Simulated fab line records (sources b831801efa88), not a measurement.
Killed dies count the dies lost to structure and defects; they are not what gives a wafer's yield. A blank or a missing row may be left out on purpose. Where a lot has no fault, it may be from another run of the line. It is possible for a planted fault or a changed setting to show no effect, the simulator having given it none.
fab line records | flow sky130
record: lots: 14 | wafers: 42 | last-day: 49
route steps=708 shown LI_CONTACT@365 CONTACT@411 PAD_OPEN@708
lots that met no fault: taken from a fault-free run of the same line
start-h: hours from the record's first day to the start of the lot's first wafer shown | wait-h: hours from the lot's prior step to this one | " unchanged from the row above | L1.1+2: one row covering several wafers at once | - no value present, or no start provided | * or withheld: withheld | < > ~ a bound
route shown NAME@n: a module of which the file shows steps, and the number in the route of the first | usual: mean and standard deviation over wafers with no fault | same: alike in all rows | chamber/n: place in a boat | sites: per-site readings | _std_site: standard deviation across them | _edge_site: mean of outer sites minus mean of inner sites | radius-mm: for every site, how far away it sits from the centre of the wafer | mask NAME#n: copy n | behind: the tool/chamber that last shaped the wafer | hold: cause of the lot's hold/its duration in hours/its outcome | device: the transistor (n, p or np) that didn't switch | end of line: tests of these same wafers at the route's end | for a step that has no rows: nothing shown but its recipe | killed: the dies lost at the first sort to structure and to defects; this is not the yield of the wafer | map: the dies of a wafer, with x for killed, . for not killed, _ for no die there
set.NAME: the setting the step ran with; set.NAME@STEP: the setting that earlier step ran with | model.NAME: the simulator's own value behind a step, which no gauge read
steps of the route over a sample of lots; a table a step, a row a wafer
== steps ==
step: SKY_LI_CONTACT_BOW_MEAS_03
recipe: mode: bow
usual: LI_CONTACT_BOW: 56/6.8
lot.wafer | tool          | chamber | start-h | wait-h | LI_CONTACT_BOW[um]
L110.1    | film-metro-02 | -       | 643.23  | 0.1    | 57
L110.4    | "             | -       | "       | "      | 58
L110.5    | "             | -       | "       | "      | 65
L111.1    | film-metro-02 | -       | 649.18  | 0.1    | 49
L111.4    | "             | -       | "       | "      | 57
L111.5    | "             | -       | "       | "      | 59
L112.2    | film-metro-02 | -       | 666.62  | 0.2    | 60
L112.5    | "             | -       | "       | "      | 60
L112.6    | "             | -       | "       | "      | 57
L113.1    | film-metro-01 | -       | 672.95  | 0.2    | 56
L113.2    | "             | -       | "       | "      | 58
L113.3    | "             | -       | "       | "      | 57
L114.2    | film-metro-01 | -       | 681.46  | 0.3    | 59
L114.5    | "             | -       | "       | "      | 43
L114.6    | "             | -       | "       | "      | 50
L115.1    | film-metro-02 | -       | 685.78  | 0.1    | 57
L115.3    | "             | -       | "       | "      | 49
L115.6    | "             | -       | "       | "      | 44
L116.3    | film-metro-02 | -       | 703.67  | 0.2    | 66
L116.5    | "             | -       | "       | "      | 53
L116.6    | "             | -       | "       | "      | 67
L117.1    | film-metro-04 | -       | 714.89  | 0.1    | 63
L117.2    | "             | -       | "       | "      | 58
L117.5    | "             | -       | "       | "      | 40
L118.3    | film-metro-02 | -       | 716.80  | 0.2    | 58
L118.4    | "             | -       | "       | "      | 63
L118.5    | "             | -       | "       | "      | 63
L119.1    | film-metro-02 | -       | 724.75  | 0.1    | 60
L119.4    | "             | -       | "       | "      | 67
L119.6    | "             | -       | "       | "      | 48
L124.2    | film-metro-01 | -       | 758.40  | 0.2    | 46
L124.3    | "             | -       | "       | "      | 62
L124.5    | "             | -       | "       | "      | 53
L125.1    | film-metro-01 | -       | 763.89  | 0.2    | 54
L125.2    | "             | -       | "       | "      | 57
L125.3    | "             | -       | "       | "      | 57
L127.1    | film-metro-01 | -       | 779.44  | 0.1    | 52
L127.2    | "             | -       | "       | "      | 52
L127.4    | "             | -       | "       | "      | 51
L129.2    | film-metro-01 | -       | 795.33  | 0.1    | 50
L129.3    | "             | -       | "       | "      | 51
L129.6    | "             | -       | "       | "      | 55
step: SKY_CONTACT_BOW_MEAS_05
recipe: mode: bow
usual: CONTACT_BOW: 83/7.4
lot.wafer | tool          | chamber | start-h | wait-h | CONTACT_BOW[um]
L110.1    | film-metro-03 | -       | 701.12  | 0.2    | 86
L110.4    | "             | -       | "       | "      | 87
L110.5    | "             | -       | "       | "      | 94
L111.1    | film-metro-02 | -       | 708.30  | 0.2    | 78
L111.4    | "             | -       | "       | "      | 84
L111.5    | "             | -       | "       | "      | 88
L112.2    | film-metro-04 | -       | 724.64  | 0.1    | 87
L112.5    | "             | -       | "       | "      | 86
L112.6    | "             | -       | "       | "      | 85
L113.1    | film-metro-03 | -       | 731.85  | 0.1    | 81
L113.2    | "             | -       | "       | "      | 82
L113.3    | "             | -       | "       | "      | 81
L114.2    | film-metro-04 | -       | 741.04  | 0.3    | 84
L114.5    | "             | -       | "       | "      | 71
L114.6    | "             | -       | "       | "      | 76
L115.1    | film-metro-02 | -       | 744.61  | 0.2    | 82
L115.3    | "             | -       | "       | "      | 75
L115.6    | "             | -       | "       | "      | 71
L116.3    | film-metro-02 | -       | 761.73  | 0.3    | 94
L116.5    | "             | -       | "       | "      | 83
L116.6    | "             | -       | "       | "      | 98
L117.1    | film-metro-02 | -       | 772.05  | 0.2    | 90
L117.2    | "             | -       | "       | "      | 84
L117.5    | "             | -       | "       | "      | 66
L118.3    | film-metro-02 | -       | 774.59  | 0.1    | 83
L118.4    | "             | -       | "       | "      | 89
L118.5    | "             | -       | "       | "      | 89
L119.1    | film-metro-04 | -       | 781.38  | 0.1    | 86
L119.4    | "             | -       | "       | "      | 94
L119.6    | "             | -       | "       | "      | 75
L124.2    | film-metro-03 | -       | 813.57  | 0.2    | 69
L124.3    | "             | -       | "       | "      | 85
L124.5    | "             | -       | "       | "      | 76
L125.1    | film-metro-03 | -       | 819.80  | 0.1    | 82
L125.2    | "             | -       | "       | "      | 85
L125.3    | "             | -       | "       | "      | 86
L127.1    | film-metro-03 | -       | 833.96  | 0.1    | 79
L127.2    | "             | -       | "       | "      | 79
L127.4    | "             | -       | "       | "      | 77
L129.2    | film-metro-02 | -       | 850.57  | 0.2    | 77
L129.3    | "             | -       | "       | "      | 77
L129.6    | "             | -       | "       | "      | 81
step: SKY_CONTACT_DEVELOP_13
recipe: develop-time-s: 60 | resist: KrF-thick | dev-temp-c: 21
usual: developer-temp-C: 20.98/0.11
lot.wafer | tool           | chamber | start-h | wait-h | developer-temp-C
L110.1    | litho-track-02 | 0       | 728     | -      | 20.85
L110.4    | "              | 0       | "       | "      | 21.01
L110.5    | "              | 0       | "       | "      | 20.88
L111.1    | litho-track-04 | 0       | 736     | -      | 21.11
L111.4    | "              | 0       | "       | "      | 21.03
L111.5    | "              | 0       | "       | "      | 21.10
L112.2    | litho-track-04 | 0       | 752     | -      | 20.88
L112.5    | "              | 0       | "       | "      | 20.83
L112.6    | "              | 0       | "       | "      | 20.83
L113.1    | litho-track-02 | 0       | 758     | -      | 21.04
L113.2    | "              | 0       | 759     | -      | 21.15
L113.3    | "              | 0       | "       | "      | 21.22
L114.2    | litho-track-01 | 0       | 768     | -      | 20.97
L114.5    | "              | 0       | "       | "      | 21.08
L114.6    | "              | 0       | "       | "      | 21.12
L115.1    | litho-track-04 | 0       | 770     | -      | 21.00
L115.3    | "              | 0       | "       | "      | 20.87
L115.6    | "              | 0       | "       | "      | 20.89
L116.3    | litho-track-04 | 0       | 787     | -      | 21.01
L116.5    | "              | 0       | "       | "      | 21.13
L116.6    | "              | 0       | "       | "      | 20.94
L117.1    | litho-track-01 | 0       | 797     | -      | 20.92
L117.2    | "              | 0       | "       | "      | 20.96
L117.5    | "              | 0       | "       | "      | 21.05
L118.3    | litho-track-02 | 0       | 799     | -      | 20.99
L118.4    | "              | 0       | "       | "      | 20.92
L118.5    | "              | 0       | "       | "      | 20.87
L119.1    | litho-track-02 | 0       | 807     | -      | 21.18
L119.4    | "              | 0       | "       | "      | 21.10
L119.6    | "              | 0       | "       | "      | 21.13
L124.2    | litho-track-04 | 0       | 839     | -      | 20.95
L124.3    | "              | 0       | "       | "      | 21.20
L124.5    | "              | 0       | "       | "      | 20.93
L125.1    | litho-track-01 | 0       | 845     | -      | 20.90
L125.2    | "              | 0       | "       | "      | 21.04
L125.3    | "              | 0       | "       | "      | 20.91
L127.1    | litho-track-01 | 0       | 859     | -      | 23.09
L127.2    | "              | 0       | "       | "      | 22.98
L127.4    | "              | 0       | "       | "      | 23.05
L129.2    | litho-track-01 | 0       | 876     | -      | 22.97
L129.3    | "              | 0       | "       | "      | 22.92
L129.6    | "              | 0       | "       | "      | 22.98
step: SKY_CONTACT_OVL_MEAS_15
usual: CONTACT_OVL: 2/5.5
lot.wafer | tool       | chamber | start-h | wait-h | CONTACT_OVL[nm]
L110.1    | overlay-02 | -       | 728.56  | 0.1    | -2
L110.4    | "          | -       | "       | "      | -6
L110.5    | "          | -       | "       | "      | -4
L111.1    | overlay-01 | -       | 736.37  | 0.1    | 5
L111.4    | "          | -       | "       | "      | -3
L111.5    | "          | -       | "       | "      | 5
L112.2    | overlay-02 | -       | 752.48  | 0.1    | 10
L112.5    | "          | -       | "       | "      | 4
L112.6    | "          | -       | "       | "      | 13
L113.1    | overlay-01 | -       | 759.26  | 0.1    | 1
L113.2    | "          | -       | "       | "      | 13
L113.3    | "          | -       | "       | "      | 6
L114.2    | overlay-02 | -       | 768.29  | 0.1    | 0
L114.5    | "          | -       | "       | "      | 0
L114.6    | "          | -       | "       | "      | -3
L115.1    | overlay-02 | -       | 771.02  | 0.1    | -5
L115.3    | "          | -       | "       | "      | -6
L115.6    | "          | -       | "       | "      | -11
L116.3    | overlay-02 | -       | 788.03  | 0.1    | 7
L116.5    | "          | -       | "       | "      | 9
L116.6    | "          | -       | "       | "      | 6
L117.1    | overlay-01 | -       | 797.58  | 0.1    | 5
L117.2    | "          | -       | "       | "      | -2
L117.5    | "          | -       | "       | "      | 5
L118.3    | overlay-02 | -       | 799.93  | 0.1    | 4
L118.4    | "          | -       | "       | "      | 5
L118.5    | "          | -       | "       | "      | -9
L119.1    | overlay-01 | -       | 808.01  | 0.1    | -6
L119.4    | "          | -       | "       | "      | 7
L119.6    | "          | -       | "       | "      | 9
L124.2    | overlay-02 | -       | 839.58  | 0.1    | 4
L124.3    | "          | -       | "       | "      | -5
L124.5    | "          | -       | "       | "      | -1
L125.1    | overlay-01 | -       | 845.68  | 0.1    | 6
L125.2    | "          | -       | "       | "      | -1
L125.3    | "          | -       | "       | "      | 6
L127.1    | overlay-01 | -       | 859.28  | 0.1    | 2
L127.2    | "          | -       | "       | "      | -3
L127.4    | "          | -       | "       | "      | 2
L129.2    | overlay-02 | -       | 876.44  | 0.1    | -12
L129.3    | "          | -       | "       | "      | -7
L129.6    | "          | -       | "       | "      | -5
step: SKY_PAD_OPEN_PROBE_99
usual: killed_at_M0_to_M3: 43/6.9 | killed_at_M4_up: 3.2/2 | killed-at-contacts: 25/5.1 | killed-at-front-end: 15/4.5 | killed-at-other: 0.2/0.51 | killed-dies: 85/9.5 | killed-on-rim: 16/3.7 | killed-open: 48/6.9 | killed-short: 38/6.7
same: gross-dies: 492 | killed-at-back-side: 0
lot.wafer | tool      | chamber | start-h | wait-h | killed_at_M0_to_M3 | killed_at_M4_up | killed-at-contacts | killed-at-front-end | killed-at-other | killed-dies | killed-on-rim | killed-open | killed-short
L124.2    | prober-02 | -       | 1152.52 | 0.1    | 39                 | 1               | 16                 | 10                  | 1               | 67          | 15            | 31          | 36
L124.3    | prober-02 | -       | 1152.57 | 0.2    | 43                 | 2               | 29                 | 14                  | 0               | 88          | 21            | 56          | 32
L124.5    | prober-02 | -       | 1152.67 | 0.2    | 47                 | 6               | 14                 | 7                   | 0               | 74          | 14            | 41          | 33
L125.1    | prober-01 | -       | 1159.22 | 0.1    | 50                 | 1               | 24                 | 11                  | 1               | 87          | 16            | 38          | 49
L125.2    | prober-01 | -       | 1159.27 | 0.1    | 50                 | 2               | 22                 | 9                   | 0               | 83          | 18            | 48          | 35
L125.3    | prober-01 | -       | 1159.32 | 0.2    | 53                 | 1               | 24                 | 10                  | 0               | 88          | 15            | 47          | 41
L127.1    | prober-01 | -       | 1166.97 | 0.1    | 44                 | 5               | 25                 | 15                  | 0               | 89          | 12            | 41          | 48
L127.2    | prober-01 | -       | 1167.02 | 0.1    | 39                 | 2               | 27                 | 19                  | 2               | 89          | 16            | 53          | 36
L127.4    | prober-01 | -       | 1167.12 | 0.2    | 48                 | 4               | 20                 | 11                  | 0               | 83          | 12            | 52          | 31
L129.2    | prober-01 | -       | 1178.01 | 0.1    | 57                 | 2               | 13                 | 11                  | 0               | 83          | 17            | 44          | 39
L129.3    | prober-01 | -       | 1178.06 | 0.2    | 46                 | 8               | 21                 | 14                  | 0               | 89          | 15            | 40          | 49
L129.6    | prober-01 | -       | 1178.21 | 0.2    | 38                 | 2               | 28                 | 9                   | 1               | 78          | 12            | 47          | 31
killed by level:class
L124.2 METAL2:geometric-particle:short=9 CONTACT:geometric-particle:open=6 LOCAL_INTERCONNECT:geometric-particle:short=5 VIA1:geometric-particle:short=5 POLY_GATE:geometric-particle:open=4 VIA2:geometric-particle:open=4 LI_CONTACT:geometric-particle:open=4 METAL1:geometric-particle:short=4
L124.3 VIA1:geometric-particle:open=15 CONTACT:geometric-particle:open=12 VIA3:geometric-particle:open=8 LI_CONTACT:geometric-particle:open=8 METAL2:geometric-particle:short=6 FIELD_ISO:geometric-particle:open=4 FIELD_ISO:geometric-particle:short=3 LI_CONTACT:geometric-particle:short=3
L124.5 VIA1:geometric-particle:open=11 VIA1:geometric-particle:short=7 VIA3:geometric-particle:open=6 CONTACT:geometric-particle:open=5 METAL2:geometric-particle:short=5 VIA2:geometric-particle:open=5 FIELD_ISO:geometric-particle:open=4 LI_CONTACT:geometric-particle:open=4
L125.1 VIA3:geometric-particle:open=8 VIA1:geometric-particle:short=7 CONTACT:geometric-particle:short=7 VIA2:geometric-particle:open=7 LI_CONTACT:geometric-particle:open=6 METAL2:geometric-particle:short=6 VIA2:geometric-particle:short=5 METAL1:geometric-particle:short=5
L125.2 LI_CONTACT:geometric-particle:open=9 VIA1:geometric-particle:open=9 VIA1:geometric-particle:short=8 VIA3:geometric-particle:open=7 CONTACT:geometric-particle:open=6 METAL1:geometric-particle:short=6 METAL2:geometric-particle:short=5 VIA2:geometric-particle:short=5
L125.3 VIA1:geometric-particle:open=12 CONTACT:geometric-particle:open=11 METAL2:geometric-particle:short=9 METAL1:geometric-particle:short=8 VIA3:geometric-particle:open=7 LI_CONTACT:geometric-particle:open=5 VIA1:geometric-particle:short=5 POLY_GATE:geometric-particle:short=4
L127.1 VIA1:geometric-particle:open=11 VIA1:geometric-particle:short=10 CONTACT:geometric-particle:short=7 CONTACT:geometric-particle:open=7 METAL2:geometric-particle:short=6 LI_CONTACT:geometric-particle:short=4 LI_CONTACT:geometric-particle:open=4 VIA2:geometric-particle:open=4
L127.2 CONTACT:geometric-particle:open=13 VIA1:geometric-particle:open=12 METAL1:geometric-particle:short=8 VIA2:geometric-particle:open=7 FIELD_ISO:geometric-particle:short=6 LI_CONTACT:geometric-particle:open=6 POLY_GATE:geometric-particle:short=4 CONTACT:geometric-particle:short=4
L127.4 VIA1:geometric-particle:open=19 CONTACT:geometric-particle:open=9 VIA2:geometric-particle:open=5 VIA3:geometric-particle:open=4 POLY_GATE:geometric-particle:open=4 LI_CONTACT:geometric-particle:open=4 LOCAL_INTERCONNECT:geometric-particle:short=4 METAL1:geometric-particle:short=4
L129.2 VIA3:geometric-particle:open=10 METAL1:geometric-particle:short=8 METAL2:geometric-particle:short=8 VIA1:geometric-particle:open=7 VIA1:geometric-particle:short=6 VIA2:geometric-particle:open=6 FIELD_ISO:geometric-particle:open=5 LI_CONTACT:geometric-particle:open=5
L129.3 VIA1:geometric-particle:open=10 CONTACT:geometric-particle:open=7 METAL1:geometric-particle:short=7 VIA2:geometric-particle:open=6 METAL4:geometric-particle:short=6 FIELD_ISO:geometric-particle:short=5 POLY_GATE:geometric-particle:short=5 VIA3:geometric-particle:short=5
L129.6 LI_CONTACT:geometric-particle:open=12 VIA1:geometric-particle:open=12 CONTACT:geometric-particle:open=9 METAL2:geometric-particle:short=6 METAL1:geometric-particle:short=5 VIA2:geometric-particle:open=4 POLY_GATE:geometric-particle:short=3 CONTACT:geometric-particle:short=3
== key ==
first-sign: step: SKY_CONTACT_DEVELOP_13 | reading: developer-temp-C | direction: up | sigmas: 18 | usual: * | struck: *
effect none on later readings
met-at SKY_CONTACT_DEVELOP_13
struck-lots L127,L129
tester-left-out L127,L129
loop-trim: step: SKY_CONTACT_EXPOSE_11 | setting: dose | lots: L129
not-acting-at SKY_LI_CONTACT_BOW_MEAS_03,SKY_CONTACT_BOW_MEAS_05,SKY_CONTACT_OVL_MEAS_15
onset-between 845 859
fault: kind: process-parameter-drift | tool: litho-track-01 | chamber: - | onset-h: 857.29 | steps: SKY_CONTACT_DEVELOP_13 | channel: dev-temp-c | offset: * | shape: step | end-h: 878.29 | acts-in: * | stated: *
tester-left-out: of these lots the tester's yield and bins aren't shown, on N5 and GAA mostly nor the transistor test; their killed dies are dies lost to structure and defects alone, not to doping, threshold or leakage, so they don't give the yield
loop-trim: a control loop set the setting to another value than it would have without faults
